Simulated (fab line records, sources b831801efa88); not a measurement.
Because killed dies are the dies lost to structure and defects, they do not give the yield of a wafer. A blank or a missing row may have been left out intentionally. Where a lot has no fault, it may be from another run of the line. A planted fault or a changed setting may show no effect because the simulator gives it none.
Which tool did it? || flow sky130 || 33 wafers from 11 lots sampled at 3 of the route's 708 steps

== WHAT THE GAUGES SHOWED, per wafer ==
SKY_CONTACT_RS_MEAS_25: measures by four-point-probe.
{"lot": "L703", "measured": "day 31 13:16", "on": "film metro-04", "CONTACT_W_RS (ohm/sq)": "0.339 0.335 0.336"}
{"lot": "L708", "measured": "day 34 01:23", "on": "film metro-03", "CONTACT_W_RS (ohm/sq)": "0.337 0.338 0.348"}
{"lot": "L711", "measured": "day 34 09:49", "on": "film metro-04", "CONTACT_W_RS (ohm/sq)": "0.341 0.340 0.340"}
{"lot": "L713", "measured": "day 35 11:28", "on": "film metro-04", "CONTACT_W_RS (ohm/sq)": "0.339 0.338 0.345"}
{"lot": "L718", "measured": "day 36 15:29", "on": "film metro-04", "CONTACT_W_RS (ohm/sq)": "58.225 57.546 57.853"}
{"lot": "L719", "measured": "day 36 20:59", "on": "film metro-04", "CONTACT_W_RS (ohm/sq)": "59.743 60.765 58.828"}
{"lot": "L720", "measured": "day 37 02:40", "on": "film metro-03", "CONTACT_W_RS (ohm/sq)": "57.730 56.403 58.284"}
{"lot": "L721", "measured": "day 37 12:15", "on": "film metro-01", "CONTACT_W_RS (ohm/sq)": "0.327 0.331 0.334"}
{"lot": "L724", "measured": "day 38 03:55", "on": "film metro-03", "CONTACT_W_RS (ohm/sq)": "0.337 0.333 0.333"}
{"lot": "L725", "measured": "day 39 03:31", "on": "film metro-03", "CONTACT_W_RS (ohm/sq)": "0.337 0.338 0.338"}
{"lot": "L726", "measured": "day 39 04:10", "on": "film metro-04", "CONTACT_W_RS (ohm/sq)": "0.341 0.343 0.346"}

== WHICH TOOL RAN EACH LOT (tool, then ch and the chambers of the sampled wafers, then the start) ==
{"lot": "L703", "SKY_CONTACT_ETCH_16": "rie diel-03 ch 0,1, day 31 12:16", "SKY_CONTACT_CVD_24": "cvd w-01 ch 0,1, day 31 13:08"}
{"lot": "L708", "SKY_CONTACT_ETCH_16": "rie diel-01 ch 0,3, day 34 00:28", "SKY_CONTACT_CVD_24": "cvd w-02 ch 0,1, day 34 01:15"}
{"lot": "L711", "SKY_CONTACT_ETCH_16": "rie diel-03 ch 0,2, day 34 08:49", "SKY_CONTACT_CVD_24": "cvd w-01 ch 0,1, day 34 09:41"}
{"lot": "L713", "SKY_CONTACT_ETCH_16": "rie diel-04 ch 1,3, day 35 10:33", "SKY_CONTACT_CVD_24": "cvd w-01 ch 0,1, day 35 11:20"}
{"lot": "L718", "SKY_CONTACT_ETCH_16": "rie diel-01 ch 0,2,3, day 36 14:34", "SKY_CONTACT_CVD_24": "cvd w-02 ch 0,1, day 36 15:22"}
{"lot": "L719", "SKY_CONTACT_ETCH_16": "rie diel-03 ch 0,2,3, day 36 20:03", "SKY_CONTACT_CVD_24": "cvd w-02 ch 0,1, day 36 20:52"}
{"lot": "L720", "SKY_CONTACT_ETCH_16": "rie diel-04 ch 0,1,3, day 37 01:46", "SKY_CONTACT_CVD_24": "cvd w-01 ch 0,1, day 37 02:34"}
{"lot": "L721", "SKY_CONTACT_ETCH_16": "rie diel-03 ch 1,3, day 37 11:21", "SKY_CONTACT_CVD_24": "cvd w-01 ch 0,1, day 37 12:08"}
{"lot": "L724", "SKY_CONTACT_ETCH_16": "rie diel-03 ch 0,1,2, day 38 02:55", "SKY_CONTACT_CVD_24": "cvd w-01 ch 0,1, day 38 03:49"}
{"lot": "L725", "SKY_CONTACT_ETCH_16": "rie diel-01 ch 2,3, day 39 02:36", "SKY_CONTACT_CVD_24": "cvd w-02 ch 0,1, day 39 03:23"}
{"lot": "L726", "SKY_CONTACT_ETCH_16": "rie diel-03 ch 0,1,2, day 39 03:15", "SKY_CONTACT_CVD_24": "cvd w-02 ch 0,1, day 39 04:04"}
- SKY_CONTACT_ETCH_16: etches BARC in N2/H2, stops on SiO2, time 45.9 s, target depth 60 nm.
- SKY_CONTACT_CVD_24: deposits W, target thk 340 nm, time 102.12 s.

== THE ANSWER, worked out from the rows above alone ==
Rule: usual is defined by the lots themselves. Put in order of their means at a reading, lots are off if they are a third of the lots or fewer, leave a main group of 4 or more, and stand apart from it by a gap of 3 or more times the standard deviation of the main group's means; of several such gaps the widest counts. The tables above print the reading to a certain number of digits; a main group whose means all agree to those digits is not used. Also off: a lot with no number at a reading for which 4 or more lots have one. The other lots that the step has rows for count as sound.
Off: L718, L719, L720, at SKY_CONTACT_RS_MEAS_25 (CONTACT_W_RS). Main group: mean 0.338 ohm/sq, sd 0.0039.
A tool fits if, at a process step before that reading, it ran every lot that is off, and no sound lot after the first of them. Gauges at SKY_CONTACT_RS_MEAS_25: tried the same way as those tools. Not one of the candidates tried fits.

== WHAT THE SIMULATOR PUT IN ==
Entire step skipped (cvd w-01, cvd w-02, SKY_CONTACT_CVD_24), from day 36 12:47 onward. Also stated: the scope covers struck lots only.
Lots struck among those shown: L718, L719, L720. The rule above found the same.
